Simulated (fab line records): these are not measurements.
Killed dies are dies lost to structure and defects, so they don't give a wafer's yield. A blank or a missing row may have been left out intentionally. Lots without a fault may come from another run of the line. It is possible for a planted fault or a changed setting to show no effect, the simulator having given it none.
fab line records | flow sfqLine
[record] lots = 15 | wafers = 45 | lastDay = 94
route steps=325 shown I3@133 M4@150 I4@165 M5@198
lots with no fault: from the same line, run without faults
startH: start of the lot's first displayed wafer, in hours after the record's first day | waitH: hours since the lot's step before | " as in the row above | L1.1+2: one row covering several wafers at once | - value missing, or start not given | * or withheld: withheld | < > ~ a bound
route shown NAME@n: NAME is a module with steps in the file, n the number in the route of the first one | usual: mean and standard deviation over wafers with no fault | same: alike in all rows | chamber/n: place in a boat | sites: the reading at each site | _std_site: the values' standard deviation | _edge_site: the outer-site mean with the inner-site mean subtracted | radiusMm: how far each site lies from the wafer's centre | mask NAME#n: copy n | behind: the tool/chamber that last shaped the wafer | hold: what put the lot on hold/how long, in hours/how the hold closed | device: whichever transistor did not switch (one of n, p or np) | end of line: tests run on the same wafers once the route is complete | where a step has no rows: the recipe by itself | killed: at the first sort, the dies lost to defects and structure; wafer yield is something else | map: dies across one wafer; x = killed, . = not, _ = none there
set.NAME: setting as actually run; set.NAME@STEP: the setting as run at that earlier step | model.NAME: the simulator's own value behind a step, which no gauge read
route steps across a sampled set of lots; one table per step, one row per wafer
services: from which hour (startH, from the record's first day; less than 0 if before it) a tool's chamber was out of use, for how many hours, and why
[[steps]]
[step SFQ_TRILAYER_I3_DEP_PECVD_081]
[recipe] material = SiO2 | tempC = 150 | timeS = 111.11 | pressureTorr = 2.4 | rfW = 183.3 | precursor = SiH4/N2O | targetThkNm = 500
[usual] heaterPowerW = 90/11 | throttleValvePct = 24.6/1.4
lot.wafer | tool     | chamber | startH  | waitH | heaterPowerW | throttleValvePct
L376.1    | pecvd-02 | 2       | 826.38  | 0.0   | 95           | 24.9
L376.5    | "        | 0       | "       | "     | 104          | 22.9
L376.6    | "        | 2       | "       | "     | 98           | 24.8
L378.3    | pecvd-02 | 2       | 865.05  | 0.0   | 99           | 24.9
L378.4    | "        | 1       | "       | "     | 98           | 23.4
L378.6    | "        | 0       | "       | "     | 86           | 23.2
L379.1    | pecvd-02 | 0       | 875.40  | 0.0   | 96           | 23.3
L379.3    | "        | 1       | "       | "     | 97           | 23.1
L379.4    | "        | 1       | "       | "     | 99           | 23.0
L380.2    | pecvd-01 | 0       | 879.00  | 0.0   | 82           | 23.3
L380.4    | "        | 2       | "       | "     | 72           | 24.4
L380.5    | "        | 1       | "       | "     | 66           | 24.7
L381.1    | pecvd-03 | 0       | 897.13  | 0.0   | 97           | 28.0
L381.2    | "        | 1       | "       | "     | 84           | 25.6
L381.3    | "        | 2       | "       | "     | 74           | 25.5
L383.2    | pecvd-02 | 0       | 913.90  | 0.0   | 91           | 23.2
L383.3    | "        | 1       | "       | "     | 95           | 23.2
L383.5    | "        | 0       | "       | "     | 96           | 23.1
L384.1    | pecvd-03 | 1       | 923.50  | 0.0   | 98           | 25.6
L384.4    | "        | 2       | "       | "     | 82           | 25.3
L384.6    | "        | 0       | "       | "     | 108          | 28.0
L389.1    | pecvd-02 | 1       | 965.18  | 0.0   | 93           | 23.5
L389.2    | "        | 0       | "       | "     | 89           | 23.1
L389.5    | "        | 0       | "       | "     | 92           | 23.1
L391.2    | pecvd-03 | 1       | 993.79  | 0.0   | 95           | 25.7
L391.4    | "        | 1       | "       | "     | 98           | 25.8
L391.5    | "        | 2       | "       | "     | 71           | 25.5
L392.1    | pecvd-02 | 2       | 1005.38 | 0.0   | 93           | 25.7
L392.2    | "        | 1       | "       | "     | 89           | 23.4
L392.6    | "        | 0       | "       | "     | 94           | 23.3
L393.4    | pecvd-02 | 2       | 1007.03 | 0.0   | 102          | 25.8
L393.5    | "        | 1       | "       | "     | 85           | 23.4
L393.6    | "        | 0       | "       | "     | 101          | 23.0
L394.1    | pecvd-01 | 2       | 1010.59 | 0.0   | 69           | 24.3
L394.2    | "        | 1       | "       | "     | 81           | 25.0
L394.6    | "        | 0       | "       | "     | 85           | 23.6
L395.2    | pecvd-01 | 0       | 1023.79 | 0.0   | 84           | 23.5
L395.3    | "        | 2       | "       | "     | 75           | 24.8
L395.4    | "        | 1       | "       | "     | 70           | 25.0
L396.2    | pecvd-02 | 0       | 1032.19 | 0.0   | 101          | 23.3
L396.3    | "        | 1       | "       | "     | 102          | 23.5
L396.5    | "        | 2       | "       | "     | 102          | 25.8
L399.1    | pecvd-01 | 0       | 1047.92 | 0.0   | 81           | 23.7
L399.2    | "        | 1       | "       | "     | 81           | 24.9
L399.4    | "        | 2       | "       | "     | 74           | 24.4
[step SFQ_M4_RS_MEAS_924]
[recipe] thkMeasGauge = four-point-probe | reads = Nb_of_TRILAYER_M4_DEP_SPUTTER_091
[usual] M4_NB_RS = 0.892/0.014
lot.wafer | tool         | chamber | startH  | waitH | M4_NB_RS[ohm/sq]
L376.1    | filmMetro-03 | -       | 960.71  | 0.0   | 0.875
L376.5    | "            | -       | "       | "     | 0.866
L376.6    | "            | -       | "       | "     | 0.903
L378.3    | filmMetro-04 | -       | 1002.32 | 0.1   | 0.876
L378.4    | "            | -       | "       | "     | 0.881
L378.6    | "            | -       | "       | "     | 0.910
L379.1    | filmMetro-03 | -       | 1021.49 | 0.0   | 0.895
L379.3    | "            | -       | "       | "     | 0.905
L379.4    | "            | -       | "       | "     | 0.910
L380.2    | filmMetro-02 | -       | 1028.90 | 0.1   | 0.885
L380.4    | "            | -       | "       | "     | 0.879
L380.5    | "            | -       | "       | "     | 0.909
L381.1    | filmMetro-04 | -       | 1050.41 | 0.0   | 0.926
L381.2    | "            | -       | "       | "     | 0.906
L381.3    | "            | -       | "       | "     | 0.890
L383.2    | filmMetro-02 | -       | 1075.97 | 0.1   | 0.901
L383.3    | "            | -       | "       | "     | 0.890
L383.5    | "            | -       | "       | "     | 0.893
L384.1    | filmMetro-02 | -       | 1086.75 | 0.0   | 0.914
L384.4    | "            | -       | "       | "     | 0.919
L384.6    | "            | -       | "       | "     | 0.886
L389.1    | filmMetro-03 | -       | 1122.88 | 0.0   | 0.903
L389.2    | "            | -       | "       | "     | 0.882
L389.5    | "            | -       | "       | "     | 0.904
L391.2    | filmMetro-02 | -       | 1144.62 | 0.1   | 0.905
L391.4    | "            | -       | "       | "     | 0.916
L391.5    | "            | -       | "       | "     | 0.919
L392.1    | filmMetro-03 | -       | 1156.78 | 0.0   | 0.882
L392.2    | "            | -       | "       | "     | 0.895
L392.6    | "            | -       | "       | "     | 0.867
L393.4    | filmMetro-03 | -       | 1160.26 | 0.1   | 0.907
L393.5    | "            | -       | "       | "     | 0.882
L393.6    | "            | -       | "       | "     | 0.881
L394.1    | filmMetro-04 | -       | 1162.60 | 0.0   | 0.884
L394.2    | "            | -       | "       | "     | 0.875
L394.6    | "            | -       | "       | "     | 0.899
L395.2    | filmMetro-04 | -       | 1177.04 | 0.1   | 0.877
L395.3    | "            | -       | "       | "     | 0.883
L395.4    | "            | -       | "       | "     | 0.900
L396.2    | filmMetro-04 | -       | 1189.04 | 0.1   | 0.897
L396.3    | "            | -       | "       | "     | 0.878
L396.5    | "            | -       | "       | "     | 0.871
L399.1    | filmMetro-04 | -       | 1202.20 | 0.0   | 0.888
L399.2    | "            | -       | "       | "     | 0.905
L399.4    | "            | -       | "       | "     | 0.884
[step SFQ_I4_BOW_MEAS_927]
[recipe] mode = bow
[usual] I4_BOW = 5/9.3
lot.wafer | tool         | chamber | startH  | waitH | I4_BOW[um]
L376.1    | filmMetro-01 | -       | 984.36  | 1.5   | -4
L376.5    | "            | -       | "       | "     | 2
L376.6    | "            | -       | "       | "     | 0
L378.3    | filmMetro-04 | -       | 1019.82 | 2.5   | -2
L378.4    | "            | -       | "       | "     | 3
L378.6    | "            | -       | "       | "     | 14
L379.1    | filmMetro-01 | -       | 1043.78 | 1.0   | -5
L379.3    | "            | -       | "       | "     | 2
L379.4    | "            | -       | "       | "     | -4
L380.2    | filmMetro-03 | -       | 1049.80 | 1.0   | 10
L380.4    | "            | -       | "       | "     | 17
L380.5    | "            | -       | "       | "     | 21
L381.1    | filmMetro-03 | -       | 1064.26 | 1.0   | 10
L381.2    | "            | -       | "       | "     | 23
L381.3    | "            | -       | "       | "     | 21
L383.2    | filmMetro-04 | -       | 1224.54 | 1.0   | 7
L383.3    | "            | -       | "       | "     | -5
L383.5    | "            | -       | "       | "     | 3
L384.1    | filmMetro-04 | -       | 1231.72 | 1.5   | -2
L384.4    | "            | -       | "       | "     | 10
L384.6    | "            | -       | "       | "     | -5
L389.1    | filmMetro-03 | -       | 1274.46 | 1.5   | 11
L389.2    | "            | -       | "       | "     | -1
L389.5    | "            | -       | "       | "     | -1
L391.2    | filmMetro-01 | -       | 1279.68 | 1.5   | -2
L391.4    | "            | -       | "       | "     | 13
L391.5    | "            | -       | "       | "     | 6
L392.1    | filmMetro-04 | -       | 1280.46 | 2.0   | -6
L392.2    | "            | -       | "       | "     | -13
L392.6    | "            | -       | "       | "     | -4
L393.4    | filmMetro-03 | -       | 1283.52 | 2.1   | 18
L393.5    | "            | -       | "       | "     | 8
L393.6    | "            | -       | "       | "     | 0
L394.1    | filmMetro-01 | -       | 1285.66 | 2.0   | 3
L394.2    | "            | -       | "       | "     | 14
L394.6    | "            | -       | "       | "     | 5
L395.2    | filmMetro-03 | -       | 1288.68 | 2.0   | -4
L395.3    | "            | -       | "       | "     | 4
L395.4    | "            | -       | "       | "     | 4
L396.2    | filmMetro-01 | -       | 1289.48 | 2.0   | 11
L396.3    | "            | -       | "       | "     | 1
L396.5    | "            | -       | "       | "     | 13
L399.1    | filmMetro-03 | -       | 1297.66 | 1.0   | 7
L399.2    | "            | -       | "       | "     | 1
L399.4    | "            | -       | "       | "     | 13
[step SFQ_TRILAYER_M5_LITHO_COAT_128]
[recipe] resist = BARC | spinRpm = 3000 | resistThkNm = 62
[usual] resistLineTempC = 23.00/0.1 | spinSpeedRpm = 3000.0/2
lot.wafer | tool          | chamber | startH  | waitH | resistLineTempC | spinSpeedRpm
L376.1    | lithoTrack-03 | 0       | 1273.38 | 0.0   | 22.96           | 2999.7
L376.5    | "             | 0       | "       | "     | 22.94           | 3002.4
L376.6    | "             | 0       | "       | "     | 22.99           | 2997.7
L378.3    | lithoTrack-04 | 0       | 1305.60 | 0.1   | 23.12           | 2996.6
L378.4    | "             | 0       | "       | "     | 23.01           | 3000.6
L378.6    | "             | 0       | "       | "     | 22.90           | 2997.9
L379.1    | lithoTrack-03 | 0       | 1322.30 | 0.0   | 23.19           | 3000.7
L379.3    | "             | 0       | "       | "     | 23.09           | 2999.5
L379.4    | "             | 0       | "       | "     | 23.08           | 2998.8
L380.2    | lithoTrack-01 | 0       | 1330.75 | 0.1   | 23.08           | 2997.3
L380.4    | "             | 0       | "       | "     | 23.07           | 2995.3
L380.5    | "             | 0       | "       | "     | 23.14           | 2995.8
L381.1    | lithoTrack-03 | 0       | 1345.70 | 0.0   | 23.12           | 2999.6
L381.2    | "             | 0       | "       | "     | 23.06           | 3001.9
L381.3    | "             | 0       | "       | "     | 22.97           | 3000.4
L383.2    | lithoTrack-04 | 0       | 1362.82 | 0.1   | 23.02           | 2999.6
L383.3    | "             | 0       | "       | "     | 23.17           | 3002.3
L383.5    | "             | 0       | "       | "     | 22.95           | 3003.7
L384.1    | lithoTrack-03 | 0       | 1366.37 | 0.0   | 23.04           | 2999.7
L384.4    | "             | 0       | "       | "     | 22.98           | 3002.6
L384.6    | "             | 0       | "       | "     | 22.97           | 2998.8
L389.1    | lithoTrack-01 | 0       | 1401.17 | 0.0   | 23.04           | 3001.0
L389.2    | "             | 0       | "       | "     | 23.12           | 3001.4
L389.5    | "             | 0       | "       | "     | 23.16           | 2998.5
L391.2    | lithoTrack-01 | 0       | 1403.62 | 0.1   | 22.93           | 2606.7
L391.4    | "             | 0       | "       | "     | 23.05           | 2604.4
L391.5    | "             | 0       | "       | "     | 22.97           | 2606.8
L392.1    | lithoTrack-01 | 0       | 1404.97 | 0.0   | 23.02           | 2606.2
L392.2    | "             | 0       | "       | "     | 23.00           | 2608.6
L392.6    | "             | 0       | "       | "     | 23.20           | 2607.7
L393.4    | lithoTrack-01 | 0       | 1406.12 | 0.1   | 23.14           | 2605.5
L393.5    | "             | 0       | "       | "     | 22.98           | 2610.2
L393.6    | "             | 0       | "       | "     | 22.92           | 2608.9
L394.1    | lithoTrack-03 | 0       | 1407.17 | 0.0   | 22.85           | 3000.6
L394.2    | "             | 0       | "       | "     | 23.08           | 3000.8
L394.6    | "             | 0       | "       | "     | 23.08           | 2999.6
L395.2    | lithoTrack-03 | 0       | 1408.42 | 0.1   | 23.08           | 2999.9
L395.3    | "             | 0       | "       | "     | 22.91           | 2998.8
L395.4    | "             | 0       | "       | "     | 22.96           | 3001.3
L396.2    | lithoTrack-03 | 0       | 1409.62 | 0.1   | 23.02           | 2998.8
L396.3    | "             | 0       | "       | "     | 22.91           | 2999.3
L396.5    | "             | 0       | "       | "     | 23.05           | 2997.5
L399.1    | lithoTrack-03 | 0       | 1413.19 | 0.0   | 23.08           | 2999.1
L399.2    | "             | 0       | "       | "     | 22.88           | 2999.2
L399.4    | "             | 0       | "       | "     | 22.93           | 2999.6
[step SFQ_TRILAYER_M5_BARC_OPEN_METAL_ETCH_161]
[recipe] maskMaterial = PR | chemistry = O2 | targetDepthNm = 125 | target = BARC | icpW = 600 | biasW = 80 | pressureMtorr = 10 | timeS = 41.7
[usual] chamberPressureMTorr = 10.000/0.0098 | drypumpMotorCurrentA = 5.9/0.51 | oesProductAu = 0.685/0.0049
lot.wafer | tool        | chamber | startH  | waitH | chamberPressureMTorr | drypumpMotorCurrentA | oesProductAu | rfHoursCounterH
L376.1    | rieMetal-04 | 0       | 1384.10 | 0.0   | 10.017               | 6.2                  | 0.676        | 3
L376.5    | "           | 1       | "       | "     | 9.998                | 5.7                  | 0.683        | -
L376.6    | "           | 0       | "       | "     | 9.990                | 6.2                  | 0.683        | -
L378.3    | rieMetal-03 | 0       | 1407.42 | 0.0   | 9.989                | 5.1                  | 0.679        | -
L378.4    | "           | 1       | "       | "     | 9.984                | 6.5                  | 0.682        | -
L378.6    | "           | 0       | "       | "     | 10.000               | 5.0                  | 0.689        | -
L379.1    | rieMetal-03 | 0       | 1423.92 | 0.0   | 10.014               | 5.1                  | 0.684        | 47
L379.3    | "           | 1       | "       | "     | 9.999                | 6.5                  | 0.681        | -
L379.4    | "           | 0       | "       | "     | 9.974                | 5.1                  | 0.683        | -
L380.2    | rieMetal-04 | 1       | 1433.52 | 0.0   | 9.982                | 5.7                  | 0.689        | 77
L380.4    | "           | 0       | "       | "     | 10.011               | 6.2                  | 0.683        | -
L380.5    | "           | 0       | "       | "     | 9.997                | 6.2                  | 0.687        | -
L381.1    | rieMetal-04 | 1       | 1453.21 | 0.0   | 10.020               | 5.7                  | 0.684        | 80
L381.2    | "           | 0       | "       | "     | 9.988                | 6.2                  | 0.689        | 8
L381.3    | "           | 1       | "       | "     | 10.004               | 5.7                  | 0.690        | -
L383.2    | rieMetal-04 | 0       | 1478.43 | 0.0   | 10.008               | 6.2                  | 0.694        | -
L383.3    | "           | 0       | "       | "     | 9.998                | 6.2                  | 0.689        | -
L383.5    | "           | 0       | "       | "     | 9.985                | 6.2                  | 0.694        | -
L384.1    | rieMetal-03 | 0       | 1483.21 | 0.0   | 9.994                | 5.1                  | 0.689        | 56
L384.4    | "           | 0       | "       | "     | 9.979                | 5.0                  | 0.677        | -
L384.6    | "           | 1       | "       | "     | 10.002               | 6.6                  | 0.689        | -
L389.1    | rieMetal-03 | 0       | 1518.69 | 0.0   | 10.014               | 5.1                  | 0.684        | 60
L389.2    | "           | 1       | "       | "     | 9.997                | 6.5                  | 0.685        | 87
L389.5    | "           | 1       | "       | "     | 10.009               | 6.5                  | 0.689        | -
L391.2    | rieMetal-03 | 0       | 1523.49 | 0.0   | 10.021               | 5.0                  | 0.706        | 61
L391.4    | "           | 0       | "       | "     | 10.002               | 5.0                  | 0.696        | -
L391.5    | "           | 1       | "       | "     | 10.005               | 6.5                  | 0.711        | -
L392.1    | rieMetal-04 | 1       | 1525.89 | 0.0   | 9.995                | 5.7                  | 0.709        | 86
L392.2    | "           | 0       | "       | "     | 10.020               | 6.2                  | 0.708        | 20
L392.6    | "           | 1       | "       | "     | 9.997                | 5.7                  | 0.704        | -
L393.4    | rieMetal-03 | 0       | 1528.31 | 0.0   | 10.012               | 5.0                  | 0.700        | -
L393.5    | "           | 1       | "       | "     | 9.987                | 6.6                  | 0.713        | -
L393.6    | "           | 0       | "       | "     | 9.998                | 5.1                  | 0.712        | -
L394.1    | rieMetal-04 | 1       | 1529.49 | 0.0   | 10.006               | 5.7                  | 0.690        | 86
L394.2    | "           | 0       | "       | "     | 9.993                | 6.1                  | 0.680        | 21
L394.6    | "           | 0       | "       | "     | 10.006               | 6.1                  | 0.685        | -
L395.2    | rieMetal-02 | 0       | 1530.69 | 0.0   | 10.012               | 6.3                  | 0.683        | 59
L395.3    | "           | 1       | "       | "     | 9.993                | 5.8                  | 0.682        | -
L395.4    | "           | 0       | "       | "     | 9.998                | 6.3                  | 0.688        | -
L396.2    | rieMetal-03 | 1       | 1533.09 | 0.0   | 9.991                | 6.5                  | 0.684        | 89
L396.3    | "           | 1       | "       | "     | 9.997                | 6.5                  | 0.681        | -
L396.5    | "           | 0       | "       | "     | 10.017               | 5.1                  | 0.672        | -
L399.1    | rieMetal-02 | 0       | 1542.49 | 0.0   | 10.004               | 6.3                  | 0.690        | 60
L399.2    | "           | 1       | "       | "     | 9.997                | 5.9                  | 0.677        | 71
L399.4    | "           | 0       | "       | "     | 10.002               | 6.3                  | 0.689        | -
[[services]]
tool        | chamber | startH  | hours | kind
rieMetal-04 | 1       | 806.58  | 9.1   | repair
pecvd-02    | 1       | 827.99  | 4.4   | repair
rieMetal-04 | -       | 836.82  | 0.5   | repair
rieMetal-03 | -       | 886.33  | 0.2   | repair
pecvd-02    | -       | 923.29  | 0.7   | repair
rieMetal-04 | 0       | 925.95  | 7.5   | repair
pecvd-02    | -       | 946.34  | 2.8   | pm
pecvd-02    | -       | 1036.83 | 14.6  | pm
rieMetal-03 | -       | 1043.04 | 0.2   | repair
pecvd-02    | -       | 1058.55 | 1.1   | repair
rieMetal-04 | -       | 1108.18 | 0.5   | repair
pecvd-02    | 1       | 1150.56 | 22.1  | repair
rieMetal-04 | -       | 1155.35 | 0.1   | repair
pecvd-02    | 2       | 1189.44 | 20.8  | repair
rieMetal-04 | -       | 1210.46 | 2.8   | pm
rieMetal-04 | 0       | 1214.48 | 5.4   | repair
pecvd-02    | 2       | 1218.76 | 3.7   | repair
rieMetal-03 | -       | 1225.46 | 0.5   | repair
rieMetal-03 | -       | 1245.04 | 0.3   | repair
rieMetal-03 | 0       | 1274.25 | 9.2   | repair
rieMetal-04 | -       | 1292.35 | 6.3   | repair
rieMetal-03 | -       | 1311.55 | 1.4   | pm
rieMetal-04 | -       | 1401.26 | 28.1  | pm
rieMetal-04 | 1       | 1468.30 | 20.7  | repair
[[key]]
[firstSign] step = SFQ_TRILAYER_M5_LITHO_COAT_128 | reading = spinSpeedRpm | direction = down | sigmas = 99+ | usual = 3000.0 | struck = 2607.2
[effect] step = SFQ_TRILAYER_M5_BARC_OPEN_METAL_ETCH_161 | reading = oesProductAu | direction = up | sigmas = 4.4 | usual = 0.685 | struck = 0.707
metAt SFQ_TRILAYER_M5_LITHO_COAT_128
struckLots L391,L392,L393
notActingAt SFQ_TRILAYER_I3_DEP_PECVD_081,SFQ_M4_RS_MEAS_924,SFQ_I4_BOW_MEAS_927
onsetBetween 1401.17 1403.62
[fault] kind = processParameterDrift | tool = lithoTrack-01 | chamber = - | onsetH = 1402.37 | steps = SFQ_TRILAYER_M5_LITHO_COAT_128 | channel = spinRpm | offset = -392.29 | shape = step | endH = 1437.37 | actsIn = theseRecipesOnly | stated = 3000
